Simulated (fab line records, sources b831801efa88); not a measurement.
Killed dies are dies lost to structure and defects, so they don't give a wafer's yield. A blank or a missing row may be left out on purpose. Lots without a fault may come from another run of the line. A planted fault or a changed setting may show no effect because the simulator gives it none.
Which tool did it? | flow sky130 | 11 lots, 33 wafers sampled, at 3 steps of a route of 708

WHAT THE GAUGES READ, wafer by wafer
SKY_VIA2_THK_MEAS_01.
lot  | measured     | on            | VIA2_HDPCVD_THK (nm)
L389 | day 35 13:04 | film_metro-04 | 1164 1181 1158
L390 | day 35 20:01 | film_metro-01 | 1163 1182 1171
L391 | day 36 00:22 | film_metro-03 | 1191 1165 1189
L392 | day 36 10:35 | film_metro-04 | 1177 1161 1169
L401 | day 39 07:02 | film_metro-01 | 1781 1772 1784
L402 | day 39 12:28 | film_metro-01 | 1758 1762 1774
L408 | day 41 08:59 | film_metro-01 | 1200 1210 1191
L409 | day 41 11:35 | film_metro-01 | 1189 1155 1184
L410 | day 41 18:04 | film_metro-03 | 1163 1196 1181
L411 | day 42 03:20 | film_metro-04 | 1161 1192 1166
L412 | day 42 08:53 | film_metro-04 | 1173 1188 1178

WHICH TOOL RAN EACH LOT (tool, then ch and the chambers of the sampled wafers, then the start)
lot  | SKY_METAL2_SPUTTER_02        | SKY_VIA2_HDPCVD_00
L389 | pvd_sputter-04, day 34 09:25 | hdpcvd-01 ch 0,1,2, day 35 12:57
L390 | pvd_sputter-04, day 34 15:57 | hdpcvd-01 ch 0,1,2, day 35 19:55
L391 | pvd_sputter-02, day 34 20:09 | hdpcvd-02 ch 0,1,2, day 36 00:14
L392 | pvd_sputter-04, day 35 06:46 | hdpcvd-01 ch 0,1, day 36 10:27
L401 | pvd_sputter-03, day 38 04:19 | hdpcvd-01 ch 0,2, day 39 06:55
L402 | pvd_sputter-02, day 38 10:46 | hdpcvd-01 ch 0,1, day 39 12:20
L408 | pvd_sputter-03, day 40 07:25 | hdpcvd-02 ch 1,2, day 41 08:52
L409 | pvd_sputter-04, day 40 10:37 | hdpcvd-02 ch 1,2, day 41 11:28
L410 | pvd_sputter-04, day 40 16:25 | hdpcvd-02 ch 0,1,2, day 41 17:56
L411 | pvd_sputter-02, day 41 01:44 | hdpcvd-02 ch 0,1, day 42 03:13
L412 | pvd_sputter-02, day 41 07:52 | hdpcvd-02 ch 0,2, day 42 08:44
- SKY_METAL2_SPUTTER_02: material AlCu, target thk 250 nm, time 13.3 s.
- SKY_VIA2_HDPCVD_00: deposits SiO2, target thk 1180 nm, time 196.7 s.

THE ANSWER, worked out from the rows above alone
Rule: what is usual is taken from the lots themselves. Put in order of their means at a reading, lots are off if they are a third of the lots or fewer, leave a main group of 4 or more, and stand apart from it by a gap of 3 or more times the standard deviation of the main group's means; of several such gaps the widest counts. A main group whose means are all the same, to the digits that the tables above print for the reading, isn't used. A lot without any number at a reading at which 4 lots or more have one is off too. The other lots that the step has rows for count as sound.
Off: L401, L402, at SKY_VIA2_THK_MEAS_01 (VIA2_HDPCVD_THK). The main group: mean 1178 nm, standard deviation 9.3.
A tool fits if, at a process step before that reading, it ran every lot that is off, and no sound lot after the first of them. The gauges at SKY_VIA2_THK_MEAS_01 are tried like those tools. One fits: hdpcvd-01 at SKY_VIA2_HDPCVD_00. Its last sound lot is L392 (day 36 10:27), its first lot that is off L401 (day 39 06:55): a fault that began between those two fits.

WHAT THE SIMULATOR HAD PUT IN
Process parameter drift: hdpcvd-01, from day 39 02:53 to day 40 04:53, at SKY_VIA2_HDPCVD_00. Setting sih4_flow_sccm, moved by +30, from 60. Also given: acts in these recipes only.
Lots struck among those shown: L401, L402. The rule above found the same.
